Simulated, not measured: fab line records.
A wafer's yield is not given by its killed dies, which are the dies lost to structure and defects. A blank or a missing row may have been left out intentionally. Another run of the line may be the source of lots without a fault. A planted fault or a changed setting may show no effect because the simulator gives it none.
Which tool is to blame?	flow gf180mcu	72 wafers from 24 lots sampled at 6 of the route's 602 steps

== WHAT THE GAUGES SHOWED, per wafer ==
GF_STI_THK_MEAS_24. Usual: STI_CVD_23_THK 639 nm, standard deviation 5.5.
lot	measured	on	STI_CVD_23_THK (nm)	flag
L074	day 2 03:26	film_metro-03	624 641 627	
L075	day 2 10:01	film_metro-02	634 634 629	
L076	day 2 13:48	film_metro-02	646 643 639	
L077	day 2 18:59	film_metro-03	639 631 634	
L078	day 3 02:40	film_metro-03	635 648 637	
L079	day 3 05:26	film_metro-04	637 644 640	
L080	day 3 11:34	film_metro-02	640 639 644	
L081	day 3 17:50	film_metro-02	641 629 640	
L082	day 4 00:16	film_metro-03	639 642 643	
L083	day 4 07:10	film_metro-04	641 634 629	
L084	day 4 07:12	film_metro-03	638 635 626	
L085	day 4 18:15	film_metro-03	645 643 647	
L086	day 4 20:55	film_metro-03	639 625 643	
L087	day 5 06:26	film_metro-03	643 644 637	
L089	day 5 08:43	film_metro-04	640 642 645	
L088	day 5 08:57	film_metro-04	642 629 639	
L090	day 5 15:33	film_metro-04	638 641 633	
L091	day 5 23:34	film_metro-04	648 645 640	
L092	day 6 02:11	film_metro-02	638 643 650	
L094	day 6 10:54	film_metro-04	632 636 645	
L093	day 6 11:02	film_metro-03	651 643 648	
L095	day 6 17:40	film_metro-03	634 642 642	
L096	day 6 22:27	film_metro-04	642 631 643	
L097	day 7 04:40	film_metro-02	640 638 645	

GF_VT_IMPLANT_OVL_MEAS_07. Usual: VT_IMPLANT_OVL -0.6 nm, standard deviation 1.7.
lot	measured	on	VT_IMPLANT_OVL (nm)	flag
L074	day 5 13:15	overlay-02	-0.5 1.4 -0.8	
L075	day 5 19:28	overlay-01	0.5 0.6 -0.4	
L076	day 5 23:25	overlay-02	-3.5 -3.1 -3.1	
L077	day 6 06:50	overlay-02	1.5 -0.3 -1.1	
L078	day 6 15:33	overlay-02	-3.0 -1.1 -2.7	
L079	day 6 20:16	overlay-01	1.9 1.4 2.2	
L080	day 7 01:01	overlay-02	-3.5 -2.5 -2.6	
L081	day 7 10:02	overlay-02	0.3 -0.1 0.6	
L082	day 7 21:26	overlay-01	-0.2 0.9 1.3	
L083	day 8 10:31	overlay-01	-2.9 -1.0 -0.6	
L084	day 8 11:08	overlay-02	-3.6 -4.8 -5.0	
L085	day 8 21:26	overlay-01	0.5 0.9 3.2	
L086	day 8 21:52	overlay-01	-0.4 -1.8 -1.9	
L087	day 9 08:28	overlay-01	0.7 -0.5 -0.8	
L089	day 9 08:59	overlay-02	-0.7 -0.8 -0.5	
L088	day 9 09:20	overlay-01	1.2 2.0 0.9	
L090	day 9 19:02	overlay-01	-0.2 -0.1 -0.4	
L091	day 10 07:37	overlay-01	-0.1 -0.8 -1.1	
L092	day 10 06:44	overlay-01	0.1 0.6 -0.3	
L094	day 10 21:50	overlay-01	-1.1 -0.6 -1.8	
L093	day 10 21:36	overlay-01	1.2 0.4 1.7	
L095	day 11 00:34	overlay-01	0.6 0.3 -2.0	
L096	day 11 07:26	overlay-02	-0.9 -2.1 -1.8	
L097	day 11 14:19	overlay-02	0.5 -0.4 -0.2	

GF_V2_RS_MEAS_24: the measuring method here is four-point-probe. Usual: V2_W_RS 0.3270 ohm/sq, standard deviation 0.0028.
lot	measured	on	V2_W_RS (ohm/sq)	flag
L074	day 20 00:32	film_metro-04	0.3257 0.3253 0.3287	
L075	day 20 06:29	film_metro-02	0.3271 0.3254 0.3261	
L076	day 20 20:10	film_metro-04	0.3289 0.3270 0.3290	
L077	day 21 02:14	film_metro-04	0.3273 0.3301 0.3267	
L078	day 21 23:01	film_metro-02	0.3277 0.3284 0.3274	
L079	day 22 00:15	film_metro-02	0.3245 0.3289 0.3278	
L080	day 22 09:52	film_metro-01	0.3325 0.3295 0.3249	
L081	day 22 23:05	film_metro-04	0.3258 0.3290 0.3271	
L082	day 23 21:02	film_metro-01	0.3186 0.3214 0.3235	
L083	day 24 05:23	film_metro-01	0.3290 0.3287 0.3265	
L084	day 24 08:38	film_metro-04	0.3268 0.3255 0.3236	
L085	day 24 22:05	film_metro-01	0.3254 0.3230 0.3218	
L086	day 25 02:27	film_metro-01	0.3277 0.3251 0.3268	
L087	day 25 08:33	film_metro-04	0.3299 0.3271 0.3306	
L089	day 25 13:25	film_metro-02	0.3292 0.3286 0.3238	
L088	day 25 20:49	film_metro-01	0.3296 0.3335 0.3306	
L090	day 26 01:01	film_metro-02	0.3261 0.3280 0.3276	
L091	day 26 15:05	film_metro-01	0.3288 0.3266 0.3334	
L092	day 26 13:37	film_metro-01	0.3235 0.3250 0.3238	
L094	day 27 08:02	film_metro-02	0.3281 0.3302 0.3309	
L093	day 27 06:16	film_metro-04	0.3230 0.3294 0.3263	
L095	day 27 12:03	film_metro-01	0.3264 0.3263 0.3283	
L096	day 27 18:50	film_metro-02	0.3247 0.3251 0.3248	
L097	day 28 01:16	film_metro-04	0.3261 0.3232 0.3259	

GF_V5_CD_MEAS_14: the cd target is 260 nm. Usual: 260.2 nm for cd_nm, sd 1.1.
lot	measured	on	cd_nm (nm)	flag
L074	day 26 23:07	cd_sem-01	260.7 261.6 260.5	
L075	day 27 04:17	cd_sem-02	260.7 260.5 260.2	
L076	day 27 15:52	cd_sem-02	259.2 259.3 258.5	
L077	day 27 21:07	cd_sem-01	259.3 260.2 260.6	
L078	day 28 13:22	cd_sem-02	260.0 261.8 260.5	
L079	day 28 15:20	cd_sem-02	261.7 262.7 261.6	
L080	day 28 23:49	cd_sem-02	259.7 260.7 259.7	
L081	day 29 10:10	cd_sem-01	259.7 260.1 259.5	
L082	day 30 03:22	cd_sem-01	258.8 257.8 257.6	
L083	day 30 12:13	cd_sem-01	260.6 259.3 259.5	
L084	day 30 12:59	cd_sem-01	259.5 259.1 260.8	
L085	day 31 00:58	cd_sem-01	262.2 261.6 260.4	
L086	day 31 04:34	cd_sem-01	260.7 259.9 261.2	
L087	day 31 09:27	cd_sem-01	261.5 262.1 261.1	
L089	day 31 13:04	cd_sem-02	259.4 259.2 258.0	
L088	day 31 19:03	cd_sem-02	259.7 259.6 258.9	
L090	day 31 23:44	cd_sem-02	259.0 258.3 259.1	
L091	day 32 12:56	cd_sem-01	260.9 261.2 260.2	
L092	day 32 09:04	cd_sem-01	261.0 260.4 260.5	
L094	day 33 00:17	cd_sem-01	260.5 259.6 260.3	
L093	day 32 21:52	cd_sem-01	259.1 258.9 260.5	
L095	day 33 01:58	cd_sem-01	261.1 261.6 262.0	
L096	day 33 09:47	cd_sem-01	260.8 261.4 261.3	
L097	day 33 13:26	cd_sem-02	260.0 259.4 259.1	

== WHAT TOOL EACH LOT RAN ON (gives the tool, then ch and the chambers of the sampled wafers, and finally the start) ==
lot	GF_MIM_SPUTTER_00	GF_M5_ETCH_09
L074	pvd_sputter-01, day 24 05:50	rie_diel-03 ch 0,3, day 26 01:17
L075	pvd_sputter-04, day 24 09:44	rie_diel-03 ch 0,1,2, day 26 06:11
L076	pvd_sputter-04, day 24 22:53	rie_diel-01 ch 0,1,3, day 26 18:06
L077	pvd_sputter-01, day 25 04:52	rie_diel-01 ch 0,1,2, day 26 23:49
L078	pvd_sputter-04, day 25 22:41	rie_diel-01 ch 0,1,3, day 27 16:08
L079	pvd_sputter-01, day 26 01:01	rie_diel-01 ch 0,2,3, day 27 17:48
L080	pvd_sputter-01, day 26 09:20	rie_diel-03 ch 0,1,3, day 28 02:27
L081	pvd_sputter-01, day 26 20:47	rie_diel-02 ch 0,2,3, day 28 14:00
L082	pvd_sputter-02, day 27 15:43	rie_diel-03 ch 0,1,3, day 29 07:17
L083	pvd_sputter-02, day 28 00:06	rie_diel-01 ch 1,2,3, day 29 15:41
L084	pvd_sputter-01, day 28 02:16	rie_diel-03 ch 0,3, day 29 17:14
L085	pvd_sputter-04, day 28 15:41	rie_diel-03 ch 1,2, day 30 06:07
L086	pvd_sputter-01, day 28 19:10	rie_diel-02 ch 2,3, day 30 09:24
L087	pvd_sputter-04, day 29 00:37	rie_diel-01 ch 1,2,3, day 30 14:20
L089	pvd_sputter-04, day 29 04:10	rie_diel-03 ch 1,3, day 30 17:53
L088	pvd_sputter-01, day 29 10:28	rie_diel-03 ch 0,1,3, day 31 00:24
L090	pvd_sputter-02, day 29 16:20	rie_diel-03 ch 0,1,3, day 31 05:04
L091	pvd_sputter-01, day 30 03:53	rie_diel-03 ch 0,2,3, day 31 15:26
L092	pvd_sputter-04, day 30 02:17	rie_diel-02 ch 1,2, day 31 14:44
L094	pvd_sputter-04, day 30 18:59	rie_diel-03 ch 0,2, day 32 06:53
L093	pvd_sputter-04, day 30 17:10	rie_diel-03 ch 0,2,3, day 32 03:33
L095	pvd_sputter-02, day 30 21:31	rie_diel-02 ch 0,1, day 32 08:34
L096	pvd_sputter-02, day 31 04:07	rie_diel-02 ch 0,1,3, day 32 15:47
L097	pvd_sputter-04, day 31 10:35	rie_diel-01 ch 1,2, day 32 20:30
- GF_MIM_SPUTTER_00: material Ti, target thk 37.5 nm, time 150 s.
- GF_M5_ETCH_09: etches Si3N4 in CF4/O2, target depth 52 nm, time 11.6 s.

== AS READ BY THE TOOLS THEMSELVES (means over the sampled wafers that have a number; for cases with no such wafer, the mark the record gives instead) ==
GF_MIM_SPUTTER_00. Usual: substrate_temp_c 200.00 C, standard deviation 0.16; throttle_valve_pct 29.6 %, standard deviation 1.2.
lot	tool	substrate_temp_c (C)	throttle_valve_pct (%)	flag
L074	pvd_sputter-01	199.94	28.8	
L075	pvd_sputter-04	199.90	29.1	
L076	pvd_sputter-04	199.93	30.5	
L077	pvd_sputter-01	199.98	29.5	
L078	pvd_sputter-04	199.98	30.6	
L079	pvd_sputter-01	199.86	29.4	
L080	pvd_sputter-01	200.14	28.6	
L081	pvd_sputter-01	199.88	28.6	
L082	pvd_sputter-02	199.93	29.0	
L083	pvd_sputter-02	199.96	28.6	
L084	pvd_sputter-01	200.01	29.3	
L085	pvd_sputter-04	200.05	30.6	
L086	pvd_sputter-01	200.07	28.4	
L087	pvd_sputter-04	200.00	31.3	
L089	pvd_sputter-04	200.05	30.5	
L088	pvd_sputter-01	200.18	29.0	
L090	pvd_sputter-02	199.97	28.3	
L091	pvd_sputter-01	200.03	29.0	
L092	pvd_sputter-04	200.09	30.2	
L094	pvd_sputter-04	199.86	30.7	
L093	pvd_sputter-04	200.15	31.1	
L095	pvd_sputter-02	199.93	28.7	
L096	pvd_sputter-02	199.94	28.6	
L097	pvd_sputter-04	200.06	30.5	

GF_M5_ETCH_09. Usual: drypump_motor_current_A 5.6 A, standard deviation 0.5; oes_product_au 0.998 a.u., standard deviation 0.0076; throttle_valve_pct 5.971 %, standard deviation 0.0092.
lot	tool	drypump_motor_current_A (A)	oes_product_au (a.u.)	throttle_valve_pct (%)	flag
L074	rie_diel-03	5.3	0.994	5.978	
L075	rie_diel-03	6.0	0.995	5.966	
L076	rie_diel-01	5.5	1.001	5.975	
L077	rie_diel-01	5.3	1.004	5.967	
L078	rie_diel-01	5.5	1.002	5.971	
L079	rie_diel-01	5.6	0.999	5.973	
L080	rie_diel-03	5.7	0.999	5.975	
L081	rie_diel-02	5.8	1.004	5.969	
L082	rie_diel-03	5.7	0.993	5.970	
L083	rie_diel-01	5.4	0.995	5.978	
L084	rie_diel-03	5.6	0.993	5.970	
L085	rie_diel-03	5.9	0.993	5.959	
L086	rie_diel-02	5.5	1.005	5.975	
L087	rie_diel-01	5.4	0.991	5.967	
L089	rie_diel-03	5.8	1.008	5.973	
L088	rie_diel-03	5.8	0.994	5.960	
L090	rie_diel-03	5.7	0.992	5.976	
L091	rie_diel-03	5.5	0.994	5.982	
L092	rie_diel-02	5.1	1.000	5.973	
L094	rie_diel-03	5.8	0.993	5.972	
L093	rie_diel-03	5.6	0.990	5.977	
L095	rie_diel-02	5.9	1.012	5.976	
L096	rie_diel-02	5.5	1.005	5.965	
L097	rie_diel-01	5.1	1.001	5.977	

== THE ANSWER, worked out from the rows above alone ==
Rule: take the mean of a lot's wafers that have a number; if it is more than 3 standard deviations from the usual mean, the lot is off. Also off: a lot with no number at a reading for which 4 or more lots have one. Where the step has rows for the other lots, those lots are counted as sound. First the gauges in route order, then the tools' own readings, where a lot's mean is used as printed above. At the first step where some lot is off, the reading lying furthest off is the one used; lots without a number count as furthest.
No lot is off on any of the readings shown, so nothing can be concluded from this.

== WHAT THE SIMULATOR HAD INSERTED ==
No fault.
